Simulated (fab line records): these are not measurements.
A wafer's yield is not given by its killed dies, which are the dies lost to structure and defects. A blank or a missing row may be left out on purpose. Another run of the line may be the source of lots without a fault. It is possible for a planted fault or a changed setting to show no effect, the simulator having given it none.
Comparing a struck lot with a sound one | flow sky130 | 20 steps out of a route of 708
Sound: the wafers L800.3, L800.4, L800.6. Wafers struck: L812.3, L812.4, L812.5. The cause comes at the end.
For every step that has rows: the tool of each side, followed by ch and its chambers, followed by its first start. Under that, the readings that differ: sound wafers | struck wafers | difference of the means | sigmas: that difference in standard deviations of wafers without a fault.
alike: a reading whose means differ by less than 2 such deviations, as well as words and numbers matching on both sides. not compared: withheld readings; readings where some wafer has no value; bounds like >300 that might hide an equal value; numbers whose values overlap and for which the record gives no deviation.
The two part at a step that has a row with sigmas, a row that says differs or no value, or rows on one side only. When numbers do not overlap yet have no deviation, they are printed without sigmas and do not part them. A reading that every wafer of one side lacks parts them only if that side has two wafers or more.

SKY_LDD_HVP_OVL_MEAS_07:
  struck on overlay-02, day 28 01:49; sound on overlay-01, day 24 02:29
  reading          | sound       | struck         | difference | sigmas
  LDD_HVP_OVL (nm) | 1.0 1.8 1.7 | -1.2 -1.6 -1.8 | -3.0       | -2
after that, 1 step had no rows for these wafers: SKY_LDD_HVP_IMPLANT_08.
SKY_LDD_HVP_STRIP_09: strips in O2/N2.
  sound on plasma_asher-04 ch 0,1, day 24 02:41; struck on plasma_asher-03 ch 0,1, day 28 02:02
  alike: drypump_motor_current_A, oes_product_au, strip_time_to_endpoint_s
SKY_LDD_HVP_TW_MEAS_10:
  struck on film_metro-01, day 28 02:07; sound on film_metro-01, day 24 02:46
  alike: LDD_HVP_TW
then, 7 steps without rows for these wafers: SKY_LDD_LDN_DEHYDRATE_00 (time 60 s); SKY_LDD_LDN_HMDS_01 (prime time 60 s); SKY_LDD_LDN_COAT_02 (resist thk 1140 nm); SKY_LDD_LDN_SOFTBAKE_03 (time 60 s); SKY_LDD_LDN_EXPOSE_04 (exposes mask LDNTM, target cd 700 nm); SKY_LDD_LDN_PEB_05; SKY_LDD_LDN_DEVELOP_06 (develop time 60 s).
SKY_LDD_LDN_OVL_MEAS_07:
  struck on overlay-02, day 29 05:17; sound on overlay-01, day 25 07:59
  alike: LDD_LDN_OVL
SKY_LDD_LDN_IMPLANT_08:
  sound on implanter-02 ch 0, day 25 08:16; struck on implanter-02 ch 0, day 29 05:21
  reading            | sound                           | struck                        | difference | sigmas
  dose_ions_cm2      | 1.2486e+13 1.2493e+13 1.249e+13 | 7.261e+12 7.266e+12 7.262e+12 | -5.227e+12 | -99 or more
  faraday_current_uA | 69.5 70.8 71.4                  | 41.7 41.4 41.4                | -29.1      | -22
  alike: beam_on_s, end_station_pressure_torr
then, 3 steps without rows for these wafers: SKY_LDD_LDN_IMPLANT_09; SKY_LDD_LDN_IMPLANT_10; SKY_LDD_LDN_IMPLANT_11.
SKY_LDD_LDN_STRIP_12: strips in O2/N2.
  sound on plasma_asher-04 ch 0,1, day 25 08:51; struck on plasma_asher-04 ch 0,1, day 29 05:56
  alike: drypump_motor_current_A, oes_product_au, strip_time_to_endpoint_s
SKY_LDD_LDN_TW_MEAS_13:
  struck on film_metro-01, day 29 06:01; sound on film_metro-01, day 25 08:56
  reading    | sound          | struck         | difference | sigmas
  LDD_LDN_TW | 1483 1466 1467 | 1437 1440 1434 | -35        | -5
then, 1 step without rows for these wafers: SKY_LDD_LDN_CLEAN_14 (cleans in SC1/SC2, time 150 s).
-- a jump in the record: the struck wafers' starts before and after are 21 days apart (it breaks off in module LDD_LDN and resumes in module PAD_OPEN, where the first step shown is number 708 of the route) --
SKY_PAD_OPEN_PROBE_99:
  struck on prober-01, day 50 01:16; sound on prober-02, day 47 11:41
  reading                         | sound          | struck         | difference | sigmas
  model.etest.tip_sonos.rs_ohm_sq | 2742 2740 2747 | 2808 2908 2839 | +109       |
  alike: killed_at_M0_to_M3, killed_at_M4_up, killed_at_contacts, killed_at_front_end, killed_at_other, killed_dies, killed_open, killed_short

## WHERE THEY PART
At SKY_LDD_HVP_OVL_MEAS_07 first; at SKY_LDD_LDN_TW_MEAS_13 last (within this record only). Later steps at which nothing parts them and some readings are alike: SKY_PAD_OPEN_PROBE_99.

WHY: whatever the simulator had introduced
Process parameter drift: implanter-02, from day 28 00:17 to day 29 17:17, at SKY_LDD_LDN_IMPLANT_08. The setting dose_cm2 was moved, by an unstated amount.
